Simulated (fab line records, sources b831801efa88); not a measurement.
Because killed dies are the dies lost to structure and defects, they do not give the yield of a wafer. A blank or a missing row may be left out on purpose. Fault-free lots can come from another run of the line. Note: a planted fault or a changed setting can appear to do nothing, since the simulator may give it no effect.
Matching of chambers ; flow gf180mcu ; GF_V2_CMP_26 on cmp-01 has 4 sister chambers
The step polishes, stops on SiO2, t overpolish 15 s, target thk 0 nm. 4 wafers are shown with their chamber, then 7 later ones without.

== WAFERS, EACH WITH ITS CHAMBER ==
wafer;chamber;motor-current-A (A)
L434.4;2;11.2
L434.6;1;11.2
L435.2;3;9.0
L435.3;0;10.1

== WAFERS WHOSE CHAMBER IS MISSING ==
wafer;motor-current-A (A)
L435.6;8.5
L436.1;11.8
L436.4;9.1
L436.6;10.8
L448.2;11.5
L448.3;9.2
L448.6;10.7

== WHICH CHAMBER EACH WENT THROUGH ==
wafer;from the rows above;in truth
L435.6;3;3
L436.1;can't be placed: 1 or 2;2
L436.4;3;3
L436.6;can't be placed: 1 or 2 or 0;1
L448.2;can't be placed: 1 or 2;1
L448.3;can't be placed: 3 or 0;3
L448.6;can't be placed: 1 or 2 or 0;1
Placed correctly: 2 of 7. Not placeable from these rows: 5 (in 5, the candidates include the true chamber). Placed wrongly: 0.
How it was worked out, from the rows above alone: a wafer's distance from a chamber is the root of the sum, over the readings, of the square of ((its reading less the chamber's mean) divided by the reading's scatter). The wafer belongs to the nearest chamber; if the next one is less than 2 further off, it can't be placed. A chamber's mean is the mean of its shown wafers. The scatter (one wafer shown for each chamber): square how far every hidden wafer sits from the nearest shown wafer, average those squares and take the square root.
